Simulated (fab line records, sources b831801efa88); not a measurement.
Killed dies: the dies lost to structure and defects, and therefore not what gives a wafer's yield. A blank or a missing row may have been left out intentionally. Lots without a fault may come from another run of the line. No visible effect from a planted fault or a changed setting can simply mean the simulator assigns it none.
fab line records | flow gf180mcu
[record] lots = 15 | wafers = 45 | last-day = 33
route steps=602 shown STI@1 MVPSD@85
lots with no fault: from the same line, run without faults
start-h: the number of hours between the record's first day and the start of the first shown wafer of the lot | wait-h: hours since the lot's step before | " the same as in the row above | L1.1+2: several wafers, shown together as one row | - value missing, or start not given | * or withheld: withheld | < > ~ a bound
route shown NAME@n: names a module that has steps shown in the file, with the first one's number in the route | usual: mean/standard deviation of fault-free wafers | same: alike in all rows | chamber/n: place in a boat | sites: per-site readings | _std_site: standard deviation across them | _edge_site: outer sites' mean less inner sites' | radius-mm: for every site, how far away it sits from the centre of the wafer | mask NAME#n: copy n | behind: the last tool/chamber to shape the wafer | hold: reason for holding the lot/hours on hold/outcome of the hold | device: the transistor (n, p or np) that didn't switch | end of line: the route-end tests of the same wafers | step lacking rows: just its recipe | killed: count of dies lost to structure and defects at first sort (not the wafer's yield) | map: per-die view of a wafer (x killed, . not killed, _ where there is no die)
set.NAME: setting as actually run; set.NAME@STEP: the setting as run at that earlier step | model.NAME: the simulator's own value behind a step, which no gauge read
a sample of lots followed through the steps of the route, with each step as a table and each wafer as a row
services: the hour from which a tool's chamber was out of use, counted from the record's first day as start-h (under 0 if before that day), plus the number of hours and why
[[steps]]
[step GF_STI_BOW_MEAS_00]
[recipe] mode = bow
[usual] INCOMING_BOW = 1/6.6
lot.wafer | tool          | chamber | start-h | wait-h | INCOMING_BOW[um]
L469.1    | film-metro-02 | -       | 20.00   | -      | 4
L469.3    | "             | -       | "       | "      | -6
L469.4    | "             | -       | "       | "      | -1
L470.4    | film-metro-01 | -       | 25.06   | -      | 6
L470.5    | "             | -       | "       | "      | 7
L470.6    | "             | -       | "       | "      | 4
L471.3    | film-metro-02 | -       | 30.04   | -      | 10
L471.4    | "             | -       | "       | "      | 7
L471.6    | "             | -       | "       | "      | 11
L472.1    | film-metro-04 | -       | 35.00   | -      | 4
L472.4    | "             | -       | "       | "      | -14
L472.6    | "             | -       | "       | "      | 4
L474.1    | film-metro-02 | -       | 45.00   | -      | 7
L474.3    | "             | -       | "       | "      | -8
L474.5    | "             | -       | "       | "      | -2
L475.3    | film-metro-02 | -       | 50.04   | -      | -2
L475.4    | "             | -       | "       | "      | 2
L475.5    | "             | -       | "       | "      | 4
L476.2    | film-metro-04 | -       | 55.02   | -      | -7
L476.4    | "             | -       | "       | "      | 5
L476.5    | "             | -       | "       | "      | 7
L478.4    | film-metro-02 | -       | 65.06   | -      | 10
L478.5    | "             | -       | "       | "      | -1
L478.6    | "             | -       | "       | "      | -5
L480.2    | film-metro-04 | -       | 75.02   | -      | -5
L480.4    | "             | -       | "       | "      | -10
L480.6    | "             | -       | "       | "      | -5
L482.3    | film-metro-04 | -       | 85.04   | -      | 12
L482.4    | "             | -       | "       | "      | -1
L482.6    | "             | -       | "       | "      | 1
L484.1    | film-metro-02 | -       | 95.00   | -      | 11
L484.2    | "             | -       | "       | "      | 13
L484.4    | "             | -       | "       | "      | -11
L485.1    | film-metro-04 | -       | 100.00  | -      | 3
L485.2    | "             | -       | "       | "      | -2
L485.6    | "             | -       | "       | "      | -4
L486.4    | film-metro-04 | -       | 105.06  | -      | 2
L486.5    | "             | -       | "       | "      | -5
L486.6    | "             | -       | "       | "      | -10
L488.2    | film-metro-04 | -       | 115.02  | -      | 4
L488.4    | "             | -       | "       | "      | 0
L488.5    | "             | -       | "       | "      | -5
L489.2    | film-metro-01 | -       | 120.02  | -      | 2
L489.3    | "             | -       | "       | "      | 9
L489.5    | "             | -       | "       | "      | -4
[step GF_STI_THK_MEAS_02]
[recipe] reads = SiO2_of_STI_OXIDATION_01
[usual] STI_OXIDATION_THK = 9.98/0.2
lot.wafer | tool          | chamber | start-h | wait-h | STI_OXIDATION_THK[nm]
L469.1    | film-metro-01 | -       | 21.51   | 0.0    | 10.11
L469.3    | "             | -       | "       | "      | 10.09
L469.4    | "             | -       | "       | "      | 9.97
L470.4    | film-metro-04 | -       | 26.54   | 0.0    | 9.76
L470.5    | "             | -       | "       | "      | 9.89
L470.6    | "             | -       | "       | "      | 9.89
L471.3    | film-metro-04 | -       | 31.53   | 0.0    | 9.83
L471.4    | "             | -       | "       | "      | 9.81
L471.6    | "             | -       | "       | "      | 9.81
L472.1    | film-metro-04 | -       | 38.55   | 0.0    | 9.90
L472.4    | "             | -       | "       | "      | 10.08
L472.6    | "             | -       | "       | "      | 9.76
L474.1    | film-metro-04 | -       | 46.74   | 0.0    | 9.60
L474.3    | "             | -       | "       | "      | 9.66
L474.5    | "             | -       | "       | "      | 9.82
L475.3    | film-metro-04 | -       | 51.53   | 0.0    | 10.10
L475.4    | "             | -       | "       | "      | 10.08
L475.5    | "             | -       | "       | "      | 9.94
L476.2    | film-metro-02 | -       | 57.05   | 0.0    | 9.54
L476.4    | "             | -       | "       | "      | 9.78
L476.5    | "             | -       | "       | "      | 9.61
L478.4    | film-metro-04 | -       | 67.45   | 0.0    | 10.14
L478.5    | "             | -       | "       | "      | 9.95
L478.6    | "             | -       | "       | "      | 10.18
L480.2    | film-metro-02 | -       | 81.06   | 0.0    | 10.34
L480.4    | "             | -       | "       | "      | 10.41
L480.6    | "             | -       | "       | "      | 10.24
L482.3    | film-metro-01 | -       | 88.84   | 0.1    | 9.66
L482.4    | "             | -       | "       | "      | 9.84
L482.6    | "             | -       | "       | "      | 9.80
L484.1    | film-metro-04 | -       | 98.10   | 0.0    | 10.11
L484.2    | "             | -       | "       | "      | 10.07
L484.4    | "             | -       | "       | "      | 10.15
L485.1    | film-metro-02 | -       | 102.45  | 0.0    | 9.88
L485.2    | "             | -       | "       | "      | 9.89
L485.6    | "             | -       | "       | "      | 9.92
L486.4    | film-metro-02 | -       | 107.47  | 0.0    | 10.04
L486.5    | "             | -       | "       | "      | 10.09
L486.6    | "             | -       | "       | "      | 10.19
L488.2    | film-metro-01 | -       | 117.07  | 0.0    | 10.29
L488.4    | "             | -       | "       | "      | 10.20
L488.5    | "             | -       | "       | "      | 10.26
L489.2    | film-metro-04 | -       | 121.52  | 0.0    | 9.94
L489.3    | "             | -       | "       | "      | 10.00
L489.5    | "             | -       | "       | "      | 9.85
[step GF_STI_ETCH_14]
[recipe] target = Si | chemistry = HBr/Cl2/O2 | target-depth-nm = 360 | icp-w = 600 | bias-w = 150 | pressure-mtorr = 15 | HBr_flow_sccm = 150 | Cl2_flow_sccm = 40 | O2_flow_sccm = 6 | time-s = 102.9
[usual] HBr_flow_sccm = 150.0/0.43 | O2_flow_sccm = 6.001/0.017 | drypump-motor-current-A = 5.6/0.51 | oes-product-au = 1.000/0.01 | throttle-valve-pct = 25.657/0.011
lot.wafer | tool      | chamber | start-h | wait-h | HBr_flow_sccm | O2_flow_sccm | drypump-motor-current-A | oes-product-au | rf-hours-counter-h | throttle-valve-pct
L469.1    | rie-si-02 | 2       | 36.61   | 0.0    | 150.3         | 5.998        | 4.9                     | 1.007          | 132                | 25.650
L469.3    | "         | 3       | "       | "      | 150.3         | 6.014        | 5.0                     | 0.983          | 1                  | 25.664
L469.4    | "         | 0       | "       | "      | 149.6         | 6.001        | 5.8                     | 0.982          | 156                | 25.675
L470.4    | rie-si-02 | 2       | 40.73   | 0.0    | 150.3         | 5.978        | 4.9                     | 1.000          | 132                | 25.656
L470.5    | "         | 0       | "       | "      | 149.9         | 6.002        | 5.8                     | 0.992          | -                  | 25.647
L470.6    | "         | 1       | "       | "      | 150.2         | 5.998        | 5.2                     | 1.002          | -                  | 25.662
L471.3    | rie-si-02 | 0       | 45.81   | 0.0    | 150.3         | 5.969        | 5.7                     | 1.000          | 156                | 25.660
L471.4    | "         | 1       | "       | "      | 150.1         | 6.030        | 5.2                     | 1.000          | 41                 | 25.668
L471.6    | "         | 3       | "       | "      | 150.2         | 5.993        | 5.0                     | 1.007          | -                  | 25.643
L472.1    | rie-si-01 | 2       | 53.00   | 0.0    | 150.6         | 5.985        | 5.8                     | 0.996          | 50                 | 25.669
L472.4    | "         | 3       | "       | "      | 150.2         | 6.003        | 5.9                     | 0.998          | 64                 | 25.658
L472.6    | "         | 3       | "       | "      | 150.1         | 5.992        | 5.8                     | 0.999          | -                  | 25.659
L474.1    | rie-si-01 | 0       | 62.35   | 0.0    | -             | -            | -                       | -              | -                  | -
L474.3    | "         | 1       | "       | "      | -             | -            | -                       | -              | -                  | -
L474.5    | "         | 1       | "       | "      | -             | -            | -                       | -              | -                  | -
L475.3    | rie-si-01 | 3       | 66.80   | 0.0    | -             | -            | -                       | -              | -                  | -
L475.4    | "         | 1       | "       | "      | -             | -            | -                       | -              | -                  | -
L475.5    | "         | 2       | "       | "      | -             | -            | -                       | -              | -                  | -
L476.2    | rie-si-02 | 2       | 72.60   | 0.0    | -             | -            | -                       | -              | -                  | -
L476.4    | "         | 3       | "       | "      | -             | -            | -                       | -              | -                  | -
L476.5    | "         | 2       | "       | "      | -             | -            | -                       | -              | -                  | -
L478.4    | rie-si-01 | 1       | 82.14   | 0.1    | 149.7         | 5.981        | 6.6                     | 1.016          | -                  | 25.646
L478.5    | "         | 2       | "       | "      | 150.3         | 5.988        | 5.8                     | 1.005          | -                  | 25.657
L478.6    | "         | 3       | "       | "      | 150.0         | 6.025        | 5.8                     | 1.006          | -                  | 25.658
L480.2    | rie-si-01 | 3       | 95.45   | 0.0    | 150.0         | 5.996        | 5.8                     | 1.004          | 65                 | 25.655
L480.4    | "         | 3       | "       | "      | 149.2         | 6.013        | 5.8                     | 1.010          | -                  | 25.659
L480.6    | "         | 2       | "       | "      | 149.3         | 5.994        | 5.8                     | 1.017          | -                  | 25.654
L482.3    | rie-si-01 | 1       | 105.40  | 0.0    | 150.5         | 6.013        | 6.5                     | 0.989          | 0                  | 25.664
L482.4    | "         | 3       | "       | "      | 150.2         | 6.014        | 5.9                     | 1.001          | -                  | 25.655
L482.6    | "         | 2       | "       | "      | 149.7         | 6.029        | 5.8                     | 0.991          | -                  | 25.650
L484.1    | rie-si-01 | 1       | 113.55  | 0.0    | 150.4         | 6.015        | 6.6                     | 1.000          | 0                  | 25.653
L484.2    | "         | 3       | "       | "      | 150.1         | 6.007        | 5.8                     | 1.012          | 65                 | 25.661
L484.4    | "         | 3       | "       | "      | 149.8         | 6.013        | 5.8                     | 1.005          | -                  | 25.644
L485.1    | rie-si-01 | 2       | 118.59  | 0.0    | 149.6         | 5.994        | 5.8                     | 1.004          | 51                 | 25.673
L485.2    | "         | 3       | "       | "      | 149.7         | 5.984        | 5.8                     | 1.008          | 65                 | 25.638
L485.6    | "         | 2       | "       | "      | 149.8         | 6.011        | 5.8                     | 1.000          | -                  | 25.640
L486.4    | rie-si-01 | 2       | 124.84  | 0.0    | 149.8         | 5.972        | 5.8                     | 1.007          | 51                 | 25.624
L486.5    | "         | 0       | "       | "      | 150.5         | 5.982        | 5.4                     | 0.985          | -                  | 25.660
L486.6    | "         | 3       | "       | "      | 149.7         | 6.005        | 5.8                     | 1.007          | -                  | 25.652
L488.2    | rie-si-01 | 0       | 136.69  | 0.0    | 150.4         | 5.990        | 5.4                     | 0.984          | 0                  | 25.678
L488.4    | "         | 1       | "       | "      | 149.7         | 6.005        | 6.6                     | 1.003          | 0                  | 25.646
L488.5    | "         | 0       | "       | "      | 149.3         | 5.998        | 5.4                     | 0.997          | -                  | 25.666
L489.2    | rie-si-01 | 2       | 138.63  | 0.0    | 148.8         | 6.021        | 5.8                     | 1.004          | 51                 | 25.653
L489.3    | "         | 0       | "       | "      | 149.1         | 6.020        | 5.4                     | 0.989          | 0                  | 25.645
L489.5    | "         | 3       | "       | "      | 150.2         | 5.991        | 5.9                     | 1.020          | -                  | 25.645
[step GF_STI_STRIP_15]
[recipe] chemistry = O2/N2 | power-w = 1400 | pressure-mtorr = 1500 | platen-temp-c = 250 | o2-flow-sccm = 2936 | n2-flow-sccm = 300 | overash-fraction = 0.5
[usual] drypump-motor-current-A = 6.0/0.47 | heater-power-w = 318/18 | oes-product-au = 0.383/0.0052 | strip-time-to-endpoint-s = 3.74/0.047
lot.wafer | tool            | chamber | start-h | wait-h | drypump-motor-current-A | heater-power-w | oes-product-au | rf-hours-counter-h | strip-time-to-endpoint-s
L469.1    | plasma-asher-02 | 1       | 36.68   | 0.0    | 6.5                     | 297            | 0.387          | 37                 | 3.67
L469.3    | "               | 0       | "       | "      | 5.7                     | 309            | 0.391          | -                  | 3.76
L469.4    | "               | 1       | "       | "      | 6.5                     | 307            | 0.390          | -                  | 3.84
L470.4    | plasma-asher-02 | 1       | 40.84   | 0.1    | 6.5                     | 303            | 0.384          | -                  | 3.82
L470.5    | "               | 0       | "       | "      | 5.7                     | 308            | 0.376          | -                  | 3.80
L470.6    | "               | 1       | "       | "      | 6.5                     | 312            | 0.379          | -                  | 3.73
L471.3    | plasma-asher-02 | 0       | 45.91   | 0.1    | 5.7                     | 303            | 0.388          | -                  | 3.79
L471.4    | "               | 1       | "       | "      | 6.5                     | 309            | 0.388          | -                  | 3.75
L471.6    | "               | 0       | "       | "      | 5.7                     | 316            | 0.379          | -                  | 3.69
L472.1    | plasma-asher-03 | 1       | 53.08   | 0.0    | 6.8                     | 358            | 0.384          | 26                 | 3.70
L472.4    | "               | 0       | "       | "      | 5.8                     | 307            | 0.377          | -                  | 3.75
L472.6    | "               | 1       | "       | "      | 6.8                     | 361            | 0.388          | -                  | 3.74
L474.1    | plasma-asher-03 | 0       | 62.42   | 0.0    | 5.7                     | 303            | 0.431          | 27                 | 4.94
L474.3    | "               | 0       | "       | "      | 5.8                     | 311            | 0.435          | -                  | 5.00
L474.5    | "               | 1       | "       | "      | 6.8                     | 357            | 0.425          | -                  | 4.93
L475.3    | plasma-asher-01 | 1       | 66.91   | 0.1    | 5.3                     | 353            | 0.441          | -                  | 4.96
L475.4    | "               | 0       | "       | "      | 5.7                     | 317            | 0.440          | -                  | 4.95
L475.5    | "               | 0       | "       | "      | 5.8                     | 319            | 0.434          | -                  | 4.96
L476.2    | plasma-asher-02 | 1       | 72.71   | 0.1    | 6.5                     | 307            | 0.437          | 41                 | 4.90
L476.4    | "               | 0       | "       | "      | 5.7                     | 303            | 0.437          | -                  | 4.94
L476.5    | "               | 1       | "       | "      | 6.5                     | 302            | 0.428          | -                  | 4.87
L478.4    | plasma-asher-03 | 1       | 82.21   | 0.0    | 6.8                     | 353            | 0.383          | -                  | 3.73
L478.5    | "               | 1       | "       | "      | 6.8                     | 352            | 0.378          | -                  | 3.74
L478.6    | "               | 0       | "       | "      | 5.8                     | 302            | 0.376          | -                  | 3.75
L480.2    | plasma-asher-02 | 0       | 95.52   | 0.0    | 5.7                     | 311            | 0.387          | 43                 | 3.78
L480.4    | "               | 1       | "       | "      | 6.5                     | 299            | 0.382          | -                  | 3.69
L480.6    | "               | 0       | "       | "      | 5.6                     | 308            | 0.382          | -                  | 3.73
L482.3    | plasma-asher-03 | 0       | 105.51  | 0.1    | 5.8                     | 300            | 0.379          | -                  | 3.78
L482.4    | "               | 1       | "       | "      | 6.8                     | 359            | 0.388          | -                  | 3.71
L482.6    | "               | 1       | "       | "      | 6.8                     | 347            | 0.382          | -                  | 3.73
L484.1    | plasma-asher-02 | 1       | 113.62  | 0.0    | 6.5                     | 305            | 0.388          | 45                 | 3.71
L484.2    | "               | 0       | "       | "      | 5.7                     | 316            | 0.378          | 45                 | 3.74
L484.4    | "               | 0       | "       | "      | 5.7                     | 313            | 0.377          | -                  | 3.66
L485.1    | plasma-asher-02 | 0       | 118.67  | 0.0    | 5.7                     | 309            | 0.377          | 45                 | 3.78
L485.2    | "               | 1       | "       | "      | 6.5                     | 307            | 0.376          | 45                 | 3.71
L485.6    | "               | 0       | "       | "      | 5.7                     | 299            | 0.389          | -                  | 3.75
L486.4    | plasma-asher-01 | 1       | 124.95  | 0.1    | 5.3                     | 351            | 0.383          | -                  | 3.73
L486.5    | "               | 1       | "       | "      | 5.3                     | 347            | 0.384          | -                  | 3.76
L486.6    | "               | 0       | "       | "      | 5.7                     | 311            | 0.383          | -                  | 3.71
L488.2    | plasma-asher-03 | 0       | 136.77  | 0.0    | 5.8                     | 308            | 0.383          | 34                 | 3.76
L488.4    | "               | 1       | "       | "      | 6.8                     | 353            | 0.388          | -                  | 3.73
L488.5    | "               | 1       | "       | "      | 6.8                     | 357            | 0.391          | -                  | 3.76
L489.2    | plasma-asher-02 | 0       | 138.70  | 0.0    | 5.7                     | 322            | 0.392          | 47                 | 3.85
L489.3    | "               | 0       | "       | "      | 5.7                     | 314            | 0.383          | -                  | 3.76
L489.5    | "               | 0       | "       | "      | 5.7                     | 308            | 0.383          | -                  | 3.68
[step GF_MVPSD_OVL_MEAS_07]
[usual] MVPSD_OVL = -0.1/1.3
lot.wafer | tool       | chamber | start-h | wait-h | MVPSD_OVL[nm]
L469.1    | overlay-01 | -       | 109.65  | -      | 0.1
L469.3    | "          | -       | "       | "      | 0.4
L469.4    | "          | -       | "       | "      | 0.1
L470.4    | overlay-02 | -       | 112.12  | -      | 1.4
L470.5    | "          | -       | "       | "      | 2.5
L470.6    | "          | -       | "       | "      | 2.5
L471.3    | overlay-02 | -       | 116.36  | -      | 1.7
L471.4    | "          | -       | "       | "      | 1.7
L471.6    | "          | -       | "       | "      | 1.6
L472.1    | overlay-02 | -       | 126.00  | -      | -0.5
L472.4    | "          | -       | "       | "      | -3.5
L472.6    | "          | -       | "       | "      | -2.9
L478.4    | overlay-01 | -       | 166.47  | -      | 0.7
L478.5    | "          | -       | "       | "      | -0.4
L478.6    | "          | -       | "       | "      | -2.7
L480.2    | overlay-02 | -       | 179.01  | -      | 1.3
L480.4    | "          | -       | "       | "      | 0.9
L480.6    | "          | -       | "       | "      | -0.1
L482.3    | overlay-01 | -       | 191.57  | -      | 1.0
L482.4    | "          | -       | "       | "      | 2.4
L482.6    | "          | -       | "       | "      | 0.3
L484.1    | overlay-02 | -       | 199.68  | -      | 1.0
L484.2    | "          | -       | "       | "      | -3.1
L484.4    | "          | -       | "       | "      | 0.9
L485.1    | overlay-02 | -       | 202.45  | -      | 0.7
L485.2    | "          | -       | "       | "      | -0.7
L485.6    | "          | -       | "       | "      | -2.4
L486.4    | overlay-02 | -       | 210.30  | -      | 2.1
L486.5    | "          | -       | "       | "      | 0.9
L486.6    | "          | -       | "       | "      | 0.3
L488.2    | overlay-02 | -       | 226.06  | -      | 0.1
L488.4    | "          | -       | "       | "      | -0.9
L488.5    | "          | -       | "       | "      | -0.4
L489.2    | overlay-02 | -       | 228.01  | -      | -1.5
L489.3    | "          | -       | "       | "      | -0.8
L489.5    | "          | -       | "       | "      | -1.4
[[services]]
tool            | chamber | start-h | hours | kind
rie-si-01       | 1       | 27.40   | 1.5   | repair
rie-si-02       | 0       | 58.74   | -     | clean
rie-si-02       | 0       | 58.74   | 20.9  | scheduled-down
rie-si-02       | 0       | 58.74   | 20.9  | vent-cycle
rie-si-02       | 1       | 71.33   | 7.4   | repair
rie-si-01       | 0       | 76.03   | 6.9   | repair
rie-si-01       | 1       | 82.90   | -     | clean
rie-si-01       | 1       | 82.90   | 13.7  | scheduled-down
rie-si-01       | 1       | 82.90   | 13.7  | vent-cycle
plasma-asher-03 | -       | 98.06   | 2.1   | repair
rie-si-01       | 0       | 101.92  | -     | clean
rie-si-01       | 0       | 101.92  | 15.8  | scheduled-down
rie-si-01       | 0       | 101.92  | 15.8  | vent-cycle
[[key]]
[first-sign] step = GF_STI_ETCH_14 | reading = tool-record | direction = missing
[effect] step = GF_STI_STRIP_15 | reading = strip-time-to-endpoint-s | direction = up | sigmas = 26 | usual = * | struck = *
met-at GF_STI_ETCH_14
struck-lots L474,L475,L476
later-rows-left-out L474.1,L474.3,L474.5,L475.3,L475.4,L475.5,L476.2,L476.4,L476.5
sort-left-out L474.1,L474.3,L474.5,L475.3,L475.4,L475.5,L476.2,L476.4,L476.5
tester-left-out L474,L475,L476
not-acting-at GF_STI_BOW_MEAS_00,GF_STI_THK_MEAS_02,GF_MVPSD_OVL_MEAS_07
onset-between 53.00 62.35
[fault] kind = skipped-step-whole | tool = rie-si-01,rie-si-02 | chamber = - | onset-h = 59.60 | steps = GF_STI_ETCH_14 | scope = struck-lots-only
// tester-left-out: of these lots the tester's yield and bins aren't shown, on N5 and GAA mostly nor the transistor test; their killed dies are dies lost to structure and defects alone, not to doping, threshold or leakage, so they don't give the yield
// sort-left-out: the simulated sort isn't trusted on such a fault, so these wafers' sort isn't shown, and their yield isn't known
// later-rows-left-out: the simulator's readings of these wafers behind a module that went badly wrong aren't trusted and aren't shown, but for the sort
